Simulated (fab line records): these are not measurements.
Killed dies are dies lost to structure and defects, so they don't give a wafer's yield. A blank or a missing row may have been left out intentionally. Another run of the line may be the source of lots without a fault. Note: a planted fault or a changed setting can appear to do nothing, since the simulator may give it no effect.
Which tool did it?	flow gf180mcu	33 wafers from 11 lots sampled at 5 of the route's 602 steps

WHAT THE GAUGES READ, wafer by wafer
GF_M2_RS_MEAS_05: uses a four-point probe to measure. Usual: M2_ALCU_RS 0.0693 ohm/sq, standard deviation 0.00064.
lot	measured	on	M2_ALCU_RS (ohm/sq)	flag
L866	day 18 13:30	film-metro-03	0.0690 0.0689 0.0695	
L868	day 19 09:50	film-metro-01	0.0689 0.0687 0.0698	
L870	day 20 04:00	film-metro-01	0.0687 0.0690 0.0690	
L873	day 21 14:59	film-metro-04	0.0691 0.0688 0.0691	
L876	day 23 02:48	film-metro-01	0.0687 0.0687 0.0690	
L878	day 23 09:42	film-metro-01	0.0700 0.0701 0.0804 0.0699 0.0702 0.0801	OFF
L881	day 24 04:06	film-metro-01	0.0695 0.0694 0.0693	
L882	day 24 08:58	film-metro-01	0.0704 0.0702 0.0698	
L883	day 25 02:32	film-metro-03	0.0682 0.0687 0.0686	
L887	day 26 02:32	film-metro-01	0.0685 0.0693 0.0690	
L888	day 26 03:51	film-metro-03	0.0686 0.0691 0.0677	

GF_M2_THK_MEAS_06: measures by xrf. Usual: M2_ALCU_THK 450 nm, standard deviation 4.7.
lot	measured	on	M2_ALCU_THK (nm)	flag
L866	day 18 13:37	film-metro-03	447 448 444	
L868	day 19 09:57	film-metro-01	453 454 449	
L870	day 20 04:07	film-metro-01	456 457 453	
L873	day 21 15:06	film-metro-04	451 454 451	
L876	day 23 02:55	film-metro-01	453 459 456	
L878	day 23 11:01	film-metro-01	446 448 391 447 449 391	OFF
L881	day 24 04:13	film-metro-01	452 451 446	
L882	day 24 09:05	film-metro-01	441 445 447	
L883	day 25 02:39	film-metro-03	455 452 455	
L887	day 26 02:38	film-metro-01	456 449 452	
L888	day 26 03:58	film-metro-03	453 448 459	

WHICH TOOL RAN EACH LOT (tool, then ch and the chambers of the sampled wafers, then the start)
lot	GF_V1_CMP_04	GF_V1_SPUTTER_21	GF_M2_SPUTTER_02
L866	cmp-02 ch 2,3, day 17 11:55	pvd-sputter-03, day 18 12:34	pvd-sputter-04, day 18 13:23
L868	cmp-02 ch 0,1, day 18 07:25	pvd-sputter-04, day 19 08:55	pvd-sputter-03, day 19 09:44
L870	cmp-02 ch 0,1,3, day 19 01:56	pvd-sputter-04, day 20 03:05	pvd-sputter-03, day 20 03:55
L873	cmp-01 ch 0,1, day 20 12:35	pvd-sputter-03, day 21 14:04	pvd-sputter-04, day 21 14:53
L876	cmp-01 ch 0,1, day 21 15:11	pvd-sputter-03, day 22 15:54	pvd-sputter-01, day 23 02:41
L878	cmp-01 ch 1,2,3, day 22 09:41	pvd-sputter-02, day 23 08:47	pvd-sputter-03, day 23 09:37
L881	cmp-02 ch 0,3, day 23 03:59	pvd-sputter-03, day 24 03:10	pvd-sputter-01, day 24 03:59
L882	cmp-02 ch 0,1,3, day 23 08:09	pvd-sputter-03, day 24 08:03	pvd-sputter-01, day 24 08:52
L883	cmp-02 ch 0,1, day 24 02:47	pvd-sputter-02, day 25 01:36	pvd-sputter-04, day 25 02:26
L887	cmp-02 ch 0,2,3, day 25 02:58	pvd-sputter-04, day 26 01:36	pvd-sputter-04, day 26 02:25
L888	cmp-02 ch 0,1,3, day 25 04:40	pvd-sputter-04, day 26 02:49	pvd-sputter-04, day 26 03:44
- GF_V1_CMP_04: polishes SiO2.
- GF_V1_SPUTTER_21: material Ti, target thk 15 nm, time 80.02 s.
- GF_M2_SPUTTER_02: material AlCu, target thk 450 nm, time 23.9 s.

WHAT THE TOOLS THEMSELVES READ (means of the sampled wafers that have a number; where no wafer has one, the mark that the record gives instead)
GF_V1_CMP_04. Usual: edge-zone-pressure-frac 1.000, standard deviation 0.0052; motor-current-A 11.8 A, standard deviation 1.1; time-to-endpoint-s 78 s, standard deviation 4.9.
lot	tool	edge-zone-pressure-frac	motor-current-A (A)	time-to-endpoint-s (s)	flag
L866	cmp-02	1.000	11.0	79	
L868	cmp-02	0.999	11.5	79	
L870	cmp-02	1.000	11.7	77	
L873	cmp-01	1.001	11.7	75	
L876	cmp-01	0.993	11.6	71	
L878	cmp-01	1.004	12.3	73	
L881	cmp-02	0.996	11.9	82	
L882	cmp-02	1.002	11.7	78	
L883	cmp-02	1.002	12.3	80	
L887	cmp-02	1.006	11.2	75	
L888	cmp-02	0.998	12.1	79	

GF_V1_SPUTTER_21. Usual: throttle-valve-pct at 29.6 %, with a standard deviation of 0.82.
lot	tool	throttle-valve-pct (%)	flag
L866	pvd-sputter-03	29.9	
L868	pvd-sputter-04	30.3	
L870	pvd-sputter-04	30.1	
L873	pvd-sputter-03	29.2	
L876	pvd-sputter-03	29.4	
L878	pvd-sputter-02	29.6	
L881	pvd-sputter-03	29.3	
L882	pvd-sputter-03	29.6	
L883	pvd-sputter-02	28.9	
L887	pvd-sputter-04	30.0	
L888	pvd-sputter-04	29.8	

GF_M2_SPUTTER_02. Usual: throttle-valve-pct at 29.9 %, with a standard deviation of 0.67.
lot	tool	throttle-valve-pct (%)	flag
L866	pvd-sputter-04	30.2	
L868	pvd-sputter-03	29.8	
L870	pvd-sputter-03	29.6	
L873	pvd-sputter-04	29.7	
L876	pvd-sputter-01	30.3	
L878	pvd-sputter-03	29.8	
L881	pvd-sputter-01	29.6	
L882	pvd-sputter-01	30.3	
L883	pvd-sputter-04	29.9	
L887	pvd-sputter-04	30.2	
L888	pvd-sputter-04	29.9	

THE ANSWER, worked out from the rows above alone
Rule: lot off if the mean of its wafers having a number is beyond 3 standard deviations from the usual mean. Also off: a lot with no number at a reading for which 4 or more lots have one. The other lots that the step has rows for count as sound. First the gauges in route order, then the tools' own readings, where a lot's mean is used as printed above. At the first step where some lot is off, the reading lying furthest off is the one used; lots without a number count as furthest.
Off: L878, seen at GF_M2_RS_MEAS_05 (M2_ALCU_RS).
A tool fits if, at a process step before that reading, it ran every lot that is off, and no sound lot after the first of them. Gauges at GF_M2_RS_MEAS_05: tried the same way as those tools. This does not decide it: 2 tools fit, namely cmp-01 at GF_V1_CMP_04 and pvd-sputter-03 at GF_M2_SPUTTER_02.

WHAT THE SIMULATOR HAD INSERTED
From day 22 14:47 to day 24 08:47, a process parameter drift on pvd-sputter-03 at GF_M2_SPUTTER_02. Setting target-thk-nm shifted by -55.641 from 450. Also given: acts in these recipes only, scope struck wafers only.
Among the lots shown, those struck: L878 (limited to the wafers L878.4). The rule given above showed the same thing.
